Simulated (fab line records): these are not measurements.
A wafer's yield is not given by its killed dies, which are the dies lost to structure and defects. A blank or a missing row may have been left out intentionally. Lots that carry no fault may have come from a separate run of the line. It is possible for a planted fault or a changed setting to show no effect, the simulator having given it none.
A lot that was struck, set against a sound lot    flow sky130    24 steps out of a route of 708
Sound: wafers L203.1, L203.3, L203.5. Wafers struck: L212.1, L212.4, L212.6. The cause is given at the end.
Order at every step that has rows: each side's tool, ch and its chambers, its first start. Under that, the readings that differ: sound wafers    struck wafers    difference of the means    sigmas: that difference in standard deviations of wafers without a fault.
alike: a reading whose means differ by less than 2 such deviations, as well as words and numbers matching on both sides. not compared: withheld readings; readings where some wafer has no value; bounds like >300 that might hide an equal value; numbers whose values overlap and for which the record gives no deviation.
The two part at a step that has a row with sigmas, a row that says differs or no value, or rows on one side only. Numbers that have no deviation but don't overlap get no sigmas and don't part them. A reading that every wafer of one side lacks parts them only if that side has two wafers or more.

first, 2 steps without rows for these wafers: SKY_LOCAL_INTERCONNECT_CLEAN_17 (cleans in IPA, time 180 s); SKY_LOCAL_INTERCONNECT_CLEAN_18 (cleans in O3/DIW).
SKY_CONTACT_CVD_00: deposits Si3N4, target thk 75 nm.
  sound on pecvd-01 ch 0,2, day 33 23:50; struck on pecvd-03 ch 1,2, day 36 18:13
  alike: heaterPowerW
SKY_CONTACT_THK_MEAS_01:
  struck on filmMetro-02, day 36 18:15; sound on filmMetro-01, day 33 23:53
  alike: CONTACT_CVD_00_THK
then, 1 step without rows for these wafers: SKY_CONTACT_HDPCVD_02 (deposits SiO2, target thk 565 nm, time 94.2 s).
SKY_CONTACT_THK_MEAS_03:
  struck on filmMetro-03, day 36 18:23; sound on filmMetro-03, day 34 00:01
  alike: CONTACT_HDPCVD_THK
SKY_CONTACT_CMP_04: polishes SiO2.
  sound on cmp-02 ch 1,2,3, day 34 00:10; struck on cmp-01 ch 0,1,2, day 36 18:32
  alike: motorCurrentA, retainingRingPressureFrac, timeToEndpointS
SKY_CONTACT_BOW_MEAS_05:
  struck on filmMetro-01, day 36 18:44; sound on filmMetro-01, day 34 00:22
  alike: CONTACT_BOW
then, 4 steps without rows for these wafers: SKY_CONTACT_DEHYDRATE_06 (time 60 s); SKY_CONTACT_HMDS_07 (prime time 60 s); SKY_CONTACT_COAT_08 (resist thk 60 nm); SKY_CONTACT_COAT_09 (resist thk 450 nm).
SKY_CONTACT_SOFTBAKE_10: time 88.51 s.
  sound on lithoTrack-04 ch 0, day 34 14:00; struck on lithoTrack-04 ch 0, day 37 08:00
reading                                        sound               struck                difference  sigmas
heaterPowerTotalW (W)                          57.45 57.51 57.75   68.55 68.73 68.69     +11.09      +74
plateTempC (C)                                 99.88 99.78 100.01  113.60 113.62 113.64  +13.73      +99 or more
model.KrF-thick_of_CONTACT_COAT_09.thkNm (nm)  451.1 449.4 450.2   443.1 444.1 443.1     -6.8        
  alike: resistLineTempC
then, 3 steps without rows for these wafers: SKY_CONTACT_EXPOSE_11 (exposes mask CTM1, target cd 170 nm); SKY_CONTACT_PEB_12; SKY_CONTACT_DEVELOP_13 (develop time 60 s).
SKY_CONTACT_CD_MEAS_14: target cd 170 nm.
  struck on cdSem-02, day 37 22:13; sound on cdSem-01, day 35 02:58
reading    sound              struck             difference  sigmas
cdNm (nm)  170.7 171.1 169.3  182.5 180.9 181.2  +11.2       +8
SKY_CONTACT_OVL_MEAS_15:
  struck on overlay-02, day 37 22:20; sound on overlay-02, day 35 03:05
  alike: CONTACT_OVL
SKY_CONTACT_ETCH_16: etches BARC in N2/H2, stops on SiO2, time 45.9 s, target depth 60 nm.
  sound on rieDiel-04 ch 1,2, day 35 03:07; struck on rieDiel-03 ch 0,1,3, day 37 22:22
reading                  sound            struck             difference  sigmas
model.CONTACT.cdNm (nm)  171.3 171.3 170  181.9 180.9 180.5  +10.2       
  alike: biasW, drypumpMotorCurrentA, oesProductAu, throttleValvePct
  not compared: rfHoursCounterH
SKY_CONTACT_ETCH_17: etches SiO2 in C4F8/O2/Ar, stops on Si3N4, target depth 340 nm.
  sound on rieDiel-04 ch 1,2, day 35 03:10; struck on rieDiel-03 ch 0,1,3, day 37 22:25
  alike: biasW, oesProductAu
SKY_CONTACT_ETCH_18: etches Si3N4 in CHF3/O2, stops on TiN, time 39 s, target depth 75 nm.
  sound: rieDiel-04 ch 1,2; struck: rieDiel-03 ch 0,1,3
reading                                        sound              struck             difference  sigmas
biasW (W)                                      198.7 199.2 198.5  200.4 200.0 200.0  +1.3        +2
model.CONTACT.cdNm (nm)                        171.4 171.2 170.4  181.7 180.7 180.5  +10.0       
model.KrF-thick_of_CONTACT_COAT_09.thkNm (nm)  243.5 244.5 242.5  236.8 239 240.8    -4.6        
  alike: drypumpMotorCurrentA, oesProductAu, throttleValvePct
  not compared: rfHoursCounterH
SKY_CONTACT_STRIP_19: strips in O2/N2.
  sound on plasmaAsher-04 ch 1, day 35 03:15; struck on plasmaAsher-01 ch 0,1, day 37 22:30
  alike: drypumpMotorCurrentA, o2FlowSccm, oesProductAu, stripTimeToEndpointS
  not compared: rfHoursCounterH
then, 1 step without rows for these wafers: SKY_CONTACT_STRIP_20 (strips in post etch residue remover, time 1200 s).
-- the record jumps here: 12 days lie between the struck wafers' starts before and after (it left off in module CONTACT and takes up again in module PAD_OPEN, whose first step shown is number 708 of the route) --
SKY_PAD_OPEN_PROBE_99:
  struck on prober-01, day 50 04:56; sound on prober-01, day 48 12:04
  alike: killed_at_M0_to_M3, killed_at_M4_up, killedAtContacts, killedAtFrontEnd, killedAtOther, killedDies, killedOpen, killedShort
  not compared: model.etest.mconChain.rcOhm

## WHERE THEY PART
Earliest at SKY_CONTACT_SOFTBAKE_10; latest, in this record, at SKY_CONTACT_ETCH_18. Later steps at which nothing parts them and some readings are alike: SKY_CONTACT_STRIP_19, SKY_PAD_OPEN_PROBE_99.

WHY: the cause the simulator had injected
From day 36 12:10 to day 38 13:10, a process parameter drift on lithoTrack-04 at SKY_CONTACT_SOFTBAKE_10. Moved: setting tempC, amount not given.
